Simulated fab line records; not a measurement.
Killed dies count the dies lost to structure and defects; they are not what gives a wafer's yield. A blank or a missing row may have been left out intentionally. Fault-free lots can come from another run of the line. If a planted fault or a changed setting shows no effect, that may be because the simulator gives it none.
fab line records -- flow gf180mcu
[record] lots = 14, wafers = 40, last-day = 34
route steps=602 shown DUAL_GATE@152 SAB@264 V4@492
lots that met no fault: from a run of the same line without faults
start-h: start of the lot's first displayed wafer, in hours after the record's first day -- wait-h: time in hours since the lot's previous step -- " unchanged from the row above -- L1.1+2: a single row standing in for several wafers -- - no value present, or no start provided -- * or withheld: withheld -- < > ~ a bound
route shown NAME@n: a module of which the file shows steps, and the number in the route of the first -- usual: mean/standard deviation of fault-free wafers -- same: alike in all rows -- chamber/n: place in a boat -- sites: per-site readings -- _std_site: the values' standard deviation -- _edge_site: inner sites' mean taken away from outer sites' mean -- radius-mm: how far each site lies from the wafer's centre -- mask NAME#n: copy n -- behind: tool/chamber where the wafer was last shaped -- hold: the reason the lot was held/the length of the hold in hours/how it ended -- device: transistor that didn't switch, given as n, p or np -- end of line: tests of these same wafers at the route's end -- a step without rows: its recipe alone -- killed: the dies lost at the first sort to structure and to defects; this is not the yield of the wafer -- map: the dies of a wafer, with x for killed, . for not killed, _ for no die there
set.NAME: the setting as run; set.NAME@STEP: as run at that earlier step -- model.NAME: the simulator's own value behind a step, which no gauge read
the route's steps for a sample of lots (tables are steps, rows are wafers)
services: the hour from which a tool's chamber was out of use, counted from the record's first day as start-h (under 0 if before that day), plus the number of hours and why
[[steps]]
[step GF_DUAL_GATE_OVL_MEAS_11]
[usual] DUAL_GATE_OVL = 0.3/1.4
lot.wafer,tool,chamber,start-h,wait-h,DUAL_GATE_OVL[nm]
L425.1,overlay-01,-,175.44,0.1,0.9
L425.3,overlay-01,-,175.44,0.1,1.4
L425.6,overlay-01,-,175.44,0.1,1.9
L427.1,overlay-02,-,189.61,0.1,0.3
L427.3,overlay-02,-,189.61,0.1,0.6
L427.5,overlay-02,-,189.61,0.1,0.8
L428.2,overlay-01,-,195.07,0.1,2.0
L428.4,overlay-01,-,195.07,0.1,1.1
L428.5,overlay-01,-,195.07,0.1,1.4
L429.1,overlay-01,-,202.89,0.1,2.0
L429.3,overlay-01,-,202.89,0.1,-0.3
L429.5,overlay-01,-,202.89,0.1,-0.7
L430.3,overlay-02,-,210.05,0.1,0.6
L430.5,overlay-02,-,210.05,0.1,-0.1
L430.6,overlay-02,-,210.05,0.1,1.2
L431.2,overlay-01,-,216.98,0.1,0.2
L431.3,overlay-01,-,216.98,0.1,0.9
L431.6,overlay-01,-,216.98,0.1,0.6
L432.1,overlay-01,-,225.52,0.1,3.0
L432.3,overlay-01,-,225.52,0.1,0.9
L432.5,overlay-01,-,225.52,0.1,0.5
L434.3,overlay-01,-,241.82,0.1,-0.5
L434.4,overlay-01,-,241.82,0.1,1.8
L434.6,overlay-01,-,241.82,0.1,-0.1
L435.1,overlay-01,-,244.06,0.1,-0.7
L435.2,overlay-01,-,244.06,0.1,1.6
L435.5,overlay-01,-,244.06,0.1,0.7
L436.1,overlay-01,-,252.31,0.1,1.5
L436.4,overlay-01,-,252.31,0.1,0.7
L436.6,overlay-01,-,252.31,0.1,0.5
L437.1,overlay-01,-,258.97,0.1,0.5
L437.5,overlay-01,-,258.97,0.1,1.8
L437.6,overlay-01,-,258.97,0.1,0.8
L444.3,overlay-01,-,307.93,0.1,-0.1
L444.4,overlay-01,-,307.93,0.1,0.4
L445.1,overlay-02,-,314.51,0.1,1.4
L445.6,overlay-02,-,314.51,0.1,1.3
L447.3,overlay-02,-,327.00,0.1,-1.6
L447.4,overlay-02,-,327.00,0.1,-1.7
L447.6,overlay-02,-,327.00,0.1,-0.5
[step GF_SAB_CVD_00]
[recipe] material = SiO2, target-thk-nm = 50, precursor = TEOS, temp-c = 400, time-s = 4.9302, rf-w = 600
[usual] heater-power-w = 666/98
lot.wafer,tool,chamber,start-h,wait-h,heater-power-w
L425.1,pecvd-02,1,318.30,0.1,822
L425.3,pecvd-02,0,318.30,0.1,774
L425.6,pecvd-02,1,318.30,0.1,660
L427.1,pecvd-01,0,335.61,0.1,719
L427.3,pecvd-01,1,335.61,0.1,566
L427.5,pecvd-01,1,335.61,0.1,571
L428.2,pecvd-03,0,339.31,0.1,515
L428.4,pecvd-03,0,339.31,0.1,500
L428.5,pecvd-03,1,339.31,0.1,803
L429.1,pecvd-03,2,351.92,0.1,847
L429.3,pecvd-03,1,351.92,0.1,705
L429.5,pecvd-03,1,351.92,0.1,704
L430.3,pecvd-03,0,358.13,0.1,552
L430.5,pecvd-03,2,358.13,0.1,694
L430.6,pecvd-03,1,358.13,0.1,764
L431.2,pecvd-03,1,364.86,0.1,771
L431.3,pecvd-03,0,364.86,0.1,515
L431.6,pecvd-03,0,364.86,0.1,533
L432.1,pecvd-01,0,381.88,0.1,694
L432.3,pecvd-01,1,381.88,0.1,530
L432.5,pecvd-01,0,381.88,0.1,724
L434.3,pecvd-03,1,397.32,0.1,663
L434.4,pecvd-03,1,397.32,0.1,669
L434.6,pecvd-03,0,397.32,0.1,595
L435.1,pecvd-01,1,403.26,0.1,492
L435.2,pecvd-01,0,403.26,0.1,590
L435.5,pecvd-01,1,403.26,0.1,466
L436.1,pecvd-01,1,410.10,0.1,544
L436.4,pecvd-01,2,410.10,0.1,681
L436.6,pecvd-01,1,410.10,0.1,531
L437.1,pecvd-02,1,419.10,0.1,845
L437.5,pecvd-02,1,419.10,0.1,835
L437.6,pecvd-02,2,419.10,0.1,637
L444.3,pecvd-01,2,478.27,0.1,598
L444.4,pecvd-01,0,478.27,0.1,721
L445.1,pecvd-01,0,482.67,0.1,699
L445.6,pecvd-01,2,482.67,0.1,615
L447.3,pecvd-01,1,498.75,0.1,537
L447.4,pecvd-01,0,498.75,0.1,590
L447.6,pecvd-01,1,498.75,0.1,538
[step GF_SAB_THK_MEAS_01]
[recipe] reads = SiO2_of_SAB_CVD_00
[usual] SAB_CVD_00_THK = 49.8/0.79
lot.wafer,tool,chamber,start-h,wait-h,SAB_CVD_00_THK[nm]
L425.1,film-metro-04,-,318.32,0.0,50.4
L425.3,film-metro-04,-,318.32,0.0,50.2
L425.6,film-metro-04,-,318.32,0.0,51.3
L427.1,film-metro-03,-,335.63,0.0,48.1
L427.3,film-metro-03,-,335.63,0.0,49.0
L427.5,film-metro-03,-,335.63,0.0,49.5
L428.2,film-metro-03,-,339.34,0.0,50.2
L428.4,film-metro-03,-,339.34,0.0,50.9
L428.5,film-metro-03,-,339.34,0.0,49.4
L429.1,film-metro-04,-,351.94,0.0,50.3
L429.3,film-metro-04,-,351.94,0.0,49.0
L429.5,film-metro-04,-,351.94,0.0,50.1
L430.3,film-metro-04,-,358.17,0.0,49.2
L430.5,film-metro-04,-,358.17,0.0,50.2
L430.6,film-metro-04,-,358.17,0.0,49.2
L431.2,film-metro-03,-,364.89,0.0,48.6
L431.3,film-metro-03,-,364.89,0.0,49.9
L431.6,film-metro-03,-,364.89,0.0,50.8
L432.1,film-metro-02,-,381.90,0.0,48.9
L432.3,film-metro-02,-,381.90,0.0,49.5
L432.5,film-metro-02,-,381.90,0.0,49.6
L434.3,film-metro-02,-,397.36,0.0,48.9
L434.4,film-metro-02,-,397.36,0.0,49.5
L434.6,film-metro-02,-,397.36,0.0,50.3
L435.1,film-metro-04,-,403.28,0.0,48.7
L435.2,film-metro-04,-,403.28,0.0,47.5
L435.5,film-metro-04,-,403.28,0.0,49.2
L436.1,film-metro-03,-,410.12,0.0,48.9
L436.4,film-metro-03,-,410.12,0.0,50.1
L436.6,film-metro-03,-,410.12,0.0,50.3
L437.1,film-metro-04,-,419.12,0.0,49.5
L437.5,film-metro-04,-,419.12,0.0,50.1
L437.6,film-metro-04,-,419.12,0.0,49.5
L444.3,film-metro-02,-,478.31,0.0,49.5
L444.4,film-metro-02,-,478.31,0.0,38.8
L445.1,film-metro-04,-,482.69,0.0,37.5
L445.6,film-metro-04,-,482.69,0.0,50.2
L447.3,film-metro-04,-,498.78,0.0,48.9
L447.4,film-metro-04,-,498.78,0.0,38.5
L447.6,film-metro-04,-,498.78,0.0,50.0
[step GF_SAB_CD_MEAS_09]
[recipe] target-cd-nm = 420
[usual] cd-nm = 420.4/2.2
lot.wafer,tool,chamber,start-h,wait-h,cd-nm
L425.1,cd-sem-01,-,338.97,0.1,419.9
L425.3,cd-sem-01,-,338.97,0.1,422.0
L425.6,cd-sem-01,-,338.97,0.1,420.1
L427.1,cd-sem-01,-,356.92,0.1,420.7
L427.3,cd-sem-01,-,356.92,0.1,421.1
L427.5,cd-sem-01,-,356.92,0.1,421.2
L428.2,cd-sem-01,-,360.84,0.1,415.3
L428.4,cd-sem-01,-,360.84,0.1,417.5
L428.5,cd-sem-01,-,360.84,0.1,418.9
L429.1,cd-sem-01,-,373.62,0.1,417.6
L429.3,cd-sem-01,-,373.62,0.1,418.7
L429.5,cd-sem-01,-,373.62,0.1,418.8
L430.3,cd-sem-02,-,380.36,0.1,419.1
L430.5,cd-sem-02,-,380.36,0.1,418.2
L430.6,cd-sem-02,-,380.36,0.1,415.9
L431.2,cd-sem-01,-,387.23,0.1,423.3
L431.3,cd-sem-01,-,387.23,0.1,423.9
L431.6,cd-sem-01,-,387.23,0.1,423.1
L432.1,cd-sem-01,-,404.52,0.1,419.4
L432.3,cd-sem-01,-,404.52,0.1,417.4
L432.5,cd-sem-01,-,404.52,0.1,419.1
L434.3,cd-sem-01,-,419.86,0.1,418.1
L434.4,cd-sem-01,-,419.86,0.1,418.9
L434.6,cd-sem-01,-,419.86,0.1,419.3
L435.1,cd-sem-01,-,426.72,0.1,423.6
L435.2,cd-sem-01,-,426.72,0.1,424.1
L435.5,cd-sem-01,-,426.72,0.1,421.4
L436.1,cd-sem-01,-,433.77,0.1,424.0
L436.4,cd-sem-01,-,433.77,0.1,423.3
L436.6,cd-sem-01,-,433.77,0.1,421.9
L437.1,cd-sem-01,-,442.97,0.1,422.0
L437.5,cd-sem-01,-,442.97,0.1,421.3
L437.6,cd-sem-01,-,442.97,0.1,422.7
L444.3,cd-sem-01,-,501.81,0.1,423.2
L444.4,cd-sem-01,-,501.81,0.1,420.6
L445.1,cd-sem-01,-,506.77,0.1,420.6
L445.6,cd-sem-01,-,506.77,0.1,421.6
L447.3,cd-sem-01,-,522.41,0.1,421.5
L447.4,cd-sem-01,-,522.41,0.1,419.3
L447.6,cd-sem-01,-,522.41,0.1,419.0
[step GF_V4_ETCH_16]
[recipe] chemistry = N2/H2, target-depth-a = withheld, overetch-a = withheld, time-s = withheld, target = BARC, ion-energy-ev = 200, source-w = 500, bias-w = 100, pressure-mtorr = 30, n2-flow-sccm = 100, h2-flow-sccm = 200
[usual] drypump-motor-current-A = 5.8/0.48, n2-flow-sccm = 100.0/0.31, oes-product-au = 0.853/0.0049, throttle-valve-pct = 13.224/0.0094
lot.wafer,tool,chamber,start-h,wait-h,drypump-motor-current-A,n2-flow-sccm,oes-product-au,throttle-valve-pct
L425.1,rie-diel-01,1,568.24,0.0,6.7,100.3,0.854,13.231
L425.3,rie-diel-01,2,568.24,0.0,6.3,99.8,0.854,13.230
L425.6,rie-diel-01,1,568.24,0.0,6.7,100.6,0.859,13.234
L427.1,rie-diel-01,3,589.83,0.0,5.8,99.4,0.858,13.214
L427.3,rie-diel-01,1,589.83,0.0,6.7,100.0,0.862,13.234
L427.5,rie-diel-01,3,589.83,0.0,5.8,100.3,0.853,13.226
L428.2,rie-diel-04,0,590.61,0.0,5.5,100.0,0.849,13.220
L428.4,rie-diel-04,0,590.61,0.0,5.5,100.1,0.853,13.205
L428.5,rie-diel-04,1,590.61,0.0,6.4,99.7,0.846,13.224
L429.1,rie-diel-03,3,594.63,0.0,5.5,100.1,0.847,13.222
L429.3,rie-diel-03,0,594.63,0.0,6.0,100.0,0.860,13.220
L429.5,rie-diel-03,3,594.63,0.0,5.4,100.3,0.857,13.228
L430.3,rie-diel-03,3,602.13,0.0,5.4,99.4,0.850,13.223
L430.5,rie-diel-03,2,602.13,0.0,5.6,100.1,0.856,13.216
L430.6,rie-diel-03,1,602.13,0.0,5.1,100.1,0.858,13.225
L431.2,rie-diel-03,1,614.69,0.0,5.1,100.0,0.850,13.214
L431.3,rie-diel-03,2,614.69,0.0,5.7,99.8,0.852,13.214
L431.6,rie-diel-03,1,614.69,0.0,5.1,99.7,0.858,13.222
L432.1,rie-diel-03,1,625.16,0.0,5.1,100.5,0.855,13.240
L432.3,rie-diel-03,3,625.16,0.0,5.4,99.9,0.850,13.217
L432.5,rie-diel-03,1,625.16,0.0,5.1,100.1,0.856,13.246
L434.3,rie-diel-03,1,638.11,0.0,5.1,100.3,0.856,13.209
L434.4,rie-diel-03,0,638.11,0.0,6.0,100.7,0.851,13.209
L434.6,rie-diel-03,0,638.11,0.0,6.0,100.0,0.851,13.230
L435.1,rie-diel-04,0,641.88,0.0,5.5,99.7,0.859,13.217
L435.2,rie-diel-04,2,641.88,0.0,5.8,99.9,0.857,13.236
L435.5,rie-diel-04,0,641.88,0.0,5.5,100.1,0.845,13.227
L436.1,rie-diel-01,2,657.36,0.0,6.3,100.4,0.858,13.224
L436.4,rie-diel-01,3,657.36,0.0,5.7,99.7,0.848,13.225
L436.6,rie-diel-01,2,657.36,0.0,6.3,100.0,0.852,13.224
L437.1,rie-diel-03,0,658.96,0.0,5.9,100.3,0.862,13.212
L437.5,rie-diel-03,3,658.96,0.0,5.4,100.1,0.852,13.209
L437.6,rie-diel-03,2,658.96,0.0,5.6,99.5,0.851,13.234
L444.3,rie-diel-01,1,702.73,0.0,6.7,99.9,0.852,13.219
L444.4,rie-diel-01,0,702.73,0.0,4.9,100.4,0.851,13.203
L445.1,rie-diel-03,2,706.54,0.0,5.6,99.9,0.853,13.215
L445.6,rie-diel-03,3,706.54,0.0,5.4,100.1,0.848,13.230
L447.3,rie-diel-04,1,721.03,0.0,6.4,99.8,0.860,13.234
L447.4,rie-diel-04,2,721.03,0.0,5.8,100.0,0.857,13.203
L447.6,rie-diel-04,2,721.03,0.0,5.8,100.3,0.857,13.223
[[services]]
tool,chamber,start-h,hours,kind
rie-diel-01,2,301.78,19.7,repair
pecvd-01,-,352.79,6.0,pm
rie-diel-01,1,353.24,7.2,repair
rie-diel-03,3,353.78,20.0,repair
pecvd-03,-,369.06,14.0,pm
rie-diel-01,-,382.19,2.8,pm
pecvd-03,-,415.14,1.2,repair
pecvd-03,2,447.59,7.7,repair
pecvd-03,1,448.44,3.7,repair
rie-diel-01,0,451.81,5.7,repair
rie-diel-03,1,486.68,11.8,repair
pecvd-03,-,488.24,0.5,repair
rie-diel-01,2,498.51,2.7,repair
rie-diel-01,2,505.96,2.0,repair
pecvd-03,2,536.96,20.8,repair
rie-diel-03,0,544.00,8.7,repair
pecvd-01,-,550.27,14.6,pm
rie-diel-03,3,571.10,6.9,repair
pecvd-01,-,587.62,1.8,repair
pecvd-01,-,591.12,14.0,pm
pecvd-01,-,612.77,2.8,pm
pecvd-01,0,617.85,2.8,repair
rie-diel-03,3,647.43,2.3,repair
pecvd-03,0,686.84,9.5,repair
[[key]]
[first-sign] step = GF_SAB_THK_MEAS_01, reading = SAB_CVD_00_THK, direction = down, sigmas = 15, usual = 49.8, struck = 38.3
effect none on later readings
met-at GF_SAB_CVD_00
struck-lots L444,L445,L447
struck-wafers L444.4,L445.1,L447.4
tester-left-out L444,L445,L447
not-acting-at GF_DUAL_GATE_OVL_MEAS_11,GF_SAB_CD_MEAS_09,GF_V4_ETCH_16
onset-between 410.10 478.27
[fault] kind = process-parameter-drift, tool = pecvd-01, chamber = -, onset-h = 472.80, steps = GF_SAB_CVD_00, channel = time-s, offset = *, shape = step, end-h = 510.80, scope = struck-wafers-only, acts-in = *, stated = *
// tester-left-out: of these lots the tester's yield and bins aren't shown, on N5 and GAA mostly nor the transistor test; their killed dies are dies lost to structure and defects alone, not to doping, threshold or leakage, so they don't give the yield
